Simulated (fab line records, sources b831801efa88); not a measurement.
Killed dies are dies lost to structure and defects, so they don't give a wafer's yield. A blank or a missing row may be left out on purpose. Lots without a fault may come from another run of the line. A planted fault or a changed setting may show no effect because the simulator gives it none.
Which tool did it? | flow gf180mcu | 13 lots, 39 wafers sampled, at 2 steps of a route of 602

WHAT THE GAUGES READ, wafer by wafer
GF_STI_CD_MEAS_12: target cd 220 nm. Usual: cd_nm 220.3 nm, standard deviation 1.3.
lot  | measured    | on        | cd_nm (nm)                          | flag
L687 | day 2 01:28 | cd_sem-02 | 220.4 219.9 219.9                   |
L690 | day 3 01:10 | cd_sem-01 | 219.4 220.2 220.1                   |
L691 | day 3 01:31 | cd_sem-01 | 220.4 219.7 219.3                   |
L692 | day 3 04:26 | cd_sem-01 | 222.7 221.1 222.1                   |
L693 | day 3 07:32 | cd_sem-02 | 220.5 219.3 220.4                   |
L694 | day 3 13:19 | cd_sem-02 | 222.6 221.6 221.5                   |
L695 | day 3 20:23 | cd_sem-02 | 219.9 219.1 219.3                   |
L696 | day 3 23:53 | cd_sem-01 | 219.0 219.4 218.7                   |
L704 | day 5 16:56 | cd_sem-02 | 234.5 233.8 234.9 234.5 233.8 234.7 | OFF
L705 | day 5 21:54 | cd_sem-01 | 218.9 220.2 219.1                   |
L708 | day 6 14:47 | cd_sem-02 | 220.0 220.4 222.0                   |
L709 | day 6 20:52 | cd_sem-01 | 219.9 217.8 219.8                   |
L710 | day 7 00:37 | cd_sem-02 | 221.6 221.9 222.0                   |

WHICH TOOL RAN EACH LOT (tool, then ch and the chambers of the sampled wafers, then the start)
lot  | GF_STI_EXPOSE_09
L687 | krf_scanner-01 ch 0, day 1 19:55
L690 | krf_scanner-02 ch 0, day 2 19:31
L691 | krf_scanner-01 ch 0, day 2 19:56
L692 | krf_scanner-02 ch 0, day 2 22:13
L693 | krf_scanner-02 ch 0, day 3 01:35
L694 | krf_scanner-01 ch 0, day 3 07:25
L695 | krf_scanner-02 ch 0, day 3 13:28
L696 | krf_scanner-01 ch 0, day 3 17:13
L704 | krf_scanner-01 ch 0, day 5 10:04
L705 | krf_scanner-01 ch 0, day 5 15:14
L708 | krf_scanner-02 ch 0, day 6 07:20
L709 | krf_scanner-01 ch 0, day 6 13:26
L710 | krf_scanner-01 ch 0, day 6 17:13
- GF_STI_EXPOSE_09: exposes mask COMP, target cd 220 nm.

WHAT THE TOOLS THEMSELVES READ (means of the sampled wafers that have a number; where no wafer has one, the mark that the record gives instead)
The record holds no such reading with a usual standard deviation.

THE ANSWER, worked out from the rows above alone
Rule: a lot is off if the mean of its wafers that have a number lies more than 3 standard deviations from the usual mean. A lot without any number at a reading at which 4 lots or more have one is off too. The other lots that the step has rows for count as sound. The gauges are gone through in route order, then the tools' own readings, and for those a lot's mean is taken as printed above. The first step at which some lot is off is used, and at that step the reading that is off furthest; a lot without a number counts as furthest.
Off: L704, at GF_STI_CD_MEAS_12 (cd_nm).
A tool fits if, at a process step before that reading, it ran every lot that is off, and no sound lot after the first of them. The gauges at GF_STI_CD_MEAS_12 are tried like those tools. None of those tried fits.

WHAT THE SIMULATOR HAD PUT IN
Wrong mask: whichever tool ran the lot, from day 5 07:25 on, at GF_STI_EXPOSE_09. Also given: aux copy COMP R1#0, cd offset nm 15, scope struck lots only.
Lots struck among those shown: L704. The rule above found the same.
